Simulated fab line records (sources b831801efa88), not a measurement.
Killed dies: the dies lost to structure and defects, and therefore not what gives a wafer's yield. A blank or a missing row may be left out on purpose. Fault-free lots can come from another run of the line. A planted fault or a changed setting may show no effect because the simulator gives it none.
A lot that was struck, set against a sound lot ; flow sky130 ; 16 out of 708 route steps
Sound: the wafers L908.1, L908.2, L908.5. Wafers L913.1, L913.2, L913.5 were the ones struck. The cause is named last.
For every step that has rows: the tool of each side, followed by ch and its chambers, followed by its first start. Under that, the readings that differ: sound wafers ; struck wafers ; difference of the means ; sigmas: that difference in standard deviations of wafers without a fault.
alike: readings whose means differ by less than 2 such deviations, and words and numbers that are the same on both sides. not compared: withheld readings, readings that some wafer has no value for, bounds like >300 that may hide the same value, and numbers for which the record gives no deviation and whose values overlap.
The two part at a step that has a row with sigmas, a row that says differs or no value, or rows on one side only. Non-overlapping numbers with no deviation appear without sigmas and do not part them. A reading that every wafer of one side lacks parts them only if that side has two wafers or more.

first, 2 steps without rows for these wafers: SKY_VT_ADJUST_PCH_PEB_05; SKY_VT_ADJUST_PCH_DEVELOP_06 (develop time 60 s).
SKY_VT_ADJUST_PCH_OVL_MEAS_07:
  sound on overlay-01 at day 10 20:23; struck on overlay-02 at day 12 19:49
  alike: VT_ADJUST_PCH_OVL
next, for these wafers, 1 step has no rows: SKY_VT_ADJUST_PCH_IMPLANT_08.
SKY_VT_ADJUST_PCH_STRIP_09: strips in O2/N2.
  sound on plasma asher-01 ch 0,1, day 10 20:34; struck on plasma asher-04 ch 0,1, day 12 20:00
  alike: drypump motor current A, oes product au, strip time to endpoint s
  not compared: rf hours counter h
SKY_VT_ADJUST_PCH_TW_MEAS_10:
  sound on film metro-04 at day 10 20:40; struck on film metro-03 at day 12 20:06
  alike: VT_ADJUST_PCH_TW
then, 6 steps without rows for these wafers: SKY_SONOS_TUNNEL_DEHYDRATE_00 (time 60 s); SKY_SONOS_TUNNEL_HMDS_01 (prime time 60 s); SKY_SONOS_TUNNEL_COAT_02 (resist thk 1140 nm); SKY_SONOS_TUNNEL_SOFTBAKE_03 (time 60 s); SKY_SONOS_TUNNEL_EXPOSE_04 (exposes mask TUNM, target cd 410 nm); SKY_SONOS_TUNNEL_PEB_05.
SKY_SONOS_TUNNEL_DEVELOP_06: develop time 60 s.
  sound on litho track-02 ch 0, day 11 19:41; struck on litho track-02 ch 0, day 13 18:17
SKY_SONOS_TUNNEL_CD_MEAS_07 targets a cd of 410 nm.
  sound on cd sem-01 at day 11 19:50; struck on cd sem-01 at day 13 18:26
reading;sound;struck;difference;sigmas
cd nm (nm);408.6 408.0 408.4;362.9 362.8 361.1;-46.1;-19
SKY_SONOS_TUNNEL_OVL_MEAS_08:
  sound on overlay-02 at day 11 19:57; struck on overlay-01 at day 13 18:33
  alike: SONOS_TUNNEL_OVL
-- here the record skips 34 days between the struck wafers' starts before and after, leaving off in module SONOS_TUNNEL and picking up in module PAD_OPEN (first step shown: number 708 of the route) --
SKY_PAD_OPEN_PROBE_99:
  sound on prober-01 at day 46 02:16; struck on prober-01 at day 47 17:58
  alike: killed_at_M0_to_M3, killed_at_M4_up, killed at contacts, killed at front end, killed at other, killed dies, killed open, killed short

## WHERE THEY PART
Within this record, at SKY_SONOS_TUNNEL_CD_MEAS_07 only. Later steps at which nothing parts them and some readings are alike: SKY_SONOS_TUNNEL_OVL_MEAS_08, SKY_PAD_OPEN_PROBE_99.

WHY: what the simulator had put in
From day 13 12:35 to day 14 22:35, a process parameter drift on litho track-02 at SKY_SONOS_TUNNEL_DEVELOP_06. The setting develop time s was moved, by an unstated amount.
